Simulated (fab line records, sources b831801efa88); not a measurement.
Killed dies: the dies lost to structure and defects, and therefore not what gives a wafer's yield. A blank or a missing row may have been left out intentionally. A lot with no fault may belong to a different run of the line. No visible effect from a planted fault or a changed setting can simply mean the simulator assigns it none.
A lot that was struck, set against a sound lot    flow sky130    44 out of 708 route steps
Sound: these wafers, L689.3, L689.4, L689.5. Wafers L702.2, L702.3, L702.4 were the ones struck. At the end, the cause is stated.
Each step with rows lists, per side, the tool, then ch with its chambers, then its first start. Under that, the readings that differ: sound wafers    struck wafers    difference of the means    sigmas: that difference in standard deviations of wafers without a fault.
alike: readings with means less than 2 such deviations apart, plus words and numbers identical on both sides. not compared: withheld readings, readings lacking a value on some wafer, bounds such as >300 that could conceal the same value, and numbers that have no deviation in the record and whose values overlap.
Wherever a step has rows on one side only, a row that says differs or no value, or a row with sigmas, the two part there. When numbers do not overlap yet have no deviation, they are printed without sigmas and do not part them. A reading that every wafer of one side lacks parts them only if that side has two wafers or more.

first, 8 steps without rows for these wafers: SKY_LDD_N_IMPLANT_08; SKY_LDD_N_IMPLANT_09; SKY_LDD_N_IMPLANT_10; SKY_LDD_N_IMPLANT_11; SKY_LDD_N_IMPLANT_12; SKY_LDD_N_IMPLANT_13; SKY_LDD_N_IMPLANT_14; SKY_LDD_N_IMPLANT_15.
SKY_LDD_N_STRIP_16: strips in O2/N2.
  sound on plasmaAsher-03 ch 0,1, day 18 15:28; struck on plasmaAsher-01 ch 0,1, day 23 13:13
  alike: drypumpMotorCurrentA, oesProductAu, stripTimeToEndpointS
  not compared: rfHoursCounterH
SKY_LDD_N_TW_MEAS_17:
  sound on filmMetro-03 at day 18 15:33; struck on filmMetro-01 at day 23 13:19
reading   sound           struck          difference  sigmas
LDD_N_TW  2593 2595 2600  2559 2563 2566  -33         -2
then, 2 steps without rows for these wafers: SKY_LDD_P_DEHYDRATE_00 (time 60 s); SKY_LDD_P_HMDS_01 (prime time 60 s).
SKY_LDD_P_COAT_02: resist thk 1140 nm.
  sound on lithoTrack-01 ch 0, day 19 06:59; struck on lithoTrack-04, day 24 03:29
  no value came back on the struck wafers for chillPlateTempC (C), dispensePressureKPa (kPa); on the sound wafers chillPlateTempC (C) reads 22.94 23.17 23.05
then, 4 steps without rows for these wafers: SKY_LDD_P_SOFTBAKE_03 (time 60 s); SKY_LDD_P_EXPOSE_04 (exposes mask PSDM, target cd 380 nm); SKY_LDD_P_PEB_05; SKY_LDD_P_DEVELOP_06 (develop time 60 s).
SKY_LDD_P_CD_MEAS_07: the cd target is 380 nm.
  sound on cdSem-01 at day 19 22:11; struck on cdSem-01 at day 24 18:40
reading    sound              struck  difference                     sigmas
cdNm (nm)  377.6 381.3 380.4  - - -   no value on the struck wafers  
SKY_LDD_P_OVL_MEAS_08:
  sound on overlay-02 at day 19 22:17; struck on overlay-01 at day 24 18:47
reading         sound          struck  difference                     sigmas
LDD_P_OVL (nm)  -0.8 0.1 -0.2  - - -   no value on the struck wafers  
after that, 1 step had no rows for these wafers: SKY_LDD_P_IMPLANT_09.
SKY_LDD_P_STRIP_10: strips in O2/N2.
  sound on plasmaAsher-04 ch 0,1, day 19 22:29; struck on plasmaAsher-02 ch 0,1, day 24 18:58
  no value came back on the struck wafers for oesProductAu (a.u.), stripTimeToEndpointS (s); on the sound wafers oesProductAu (a.u.) reads 0.718 0.708 0.710
  alike: drypumpMotorCurrentA
  not compared: rfHoursCounterH
SKY_LDD_P_TW_MEAS_11:
  sound on filmMetro-04 at day 19 22:35; struck on filmMetro-01 at day 24 19:04
  alike: LDD_P_TW
then, 7 steps without rows for these wafers: SKY_LDD_HVN_DEHYDRATE_00 (time 60 s); SKY_LDD_HVN_HMDS_01 (prime time 60 s); SKY_LDD_HVN_COAT_02 (resist thk 300 nm); SKY_LDD_HVN_SOFTBAKE_03 (time 60 s); SKY_LDD_HVN_EXPOSE_04 (exposes mask HVNTM, target cd 700 nm); SKY_LDD_HVN_PEB_05; SKY_LDD_HVN_DEVELOP_06 (develop time 60 s).
SKY_LDD_HVN_OVL_MEAS_07:
  sound on overlay-02 at day 21 04:51; struck on overlay-02 at day 25 23:53
  alike: LDD_HVN_OVL
after that, 1 step had no rows for these wafers: SKY_LDD_HVN_IMPLANT_08.
SKY_LDD_HVN_STRIP_09: strips in O2/N2.
  sound on plasmaAsher-03 ch 0,1, day 21 05:04; struck on plasmaAsher-03 ch 0,1, day 26 00:04
  alike: drypumpMotorCurrentA, oesProductAu, stripTimeToEndpointS
  not compared: rfHoursCounterH
SKY_LDD_HVN_TW_MEAS_10:
  sound on filmMetro-01 at day 21 05:09; struck on filmMetro-02 at day 26 00:11
reading     sound           struck          difference  sigmas
LDD_HVN_TW  1441 1445 1441  1482 1480 1479  +38         +4
then, 7 steps without rows for these wafers: SKY_LDD_HVP_DEHYDRATE_00 (time 60 s); SKY_LDD_HVP_HMDS_01 (prime time 60 s); SKY_LDD_HVP_COAT_02 (resist thk 300 nm); SKY_LDD_HVP_SOFTBAKE_03 (time 60 s); SKY_LDD_HVP_EXPOSE_04 (exposes mask HVPTM, target cd 700 nm); SKY_LDD_HVP_PEB_05; SKY_LDD_HVP_DEVELOP_06 (develop time 60 s).
SKY_LDD_HVP_OVL_MEAS_07:
  sound on overlay-01 at day 22 11:13; struck on overlay-01 at day 27 04:11
  alike: LDD_HVP_OVL
after that, 1 step had no rows for these wafers: SKY_LDD_HVP_IMPLANT_08.
SKY_LDD_HVP_TW_MEAS_10:
  sound on filmMetro-02 at day 22 11:31; struck on filmMetro-04 at day 27 04:28
reading     sound        struck       difference  sigmas
LDD_HVP_TW  457 456 454  693 691 689  +235        +69
SKY_LDD_LDN_TW_MEAS_13:
  sound on filmMetro-02 at day 23 17:35; struck on filmMetro-02 at day 28 08:59
reading     sound           struck          difference  sigmas
LDD_LDN_TW  1465 1471 1471  1503 1500 1512  +36         +4

WHERE THEY PART
Earliest at SKY_LDD_N_TW_MEAS_17; latest, in this record, at SKY_LDD_LDN_TW_MEAS_13.

WHY: whatever the simulator had introduced
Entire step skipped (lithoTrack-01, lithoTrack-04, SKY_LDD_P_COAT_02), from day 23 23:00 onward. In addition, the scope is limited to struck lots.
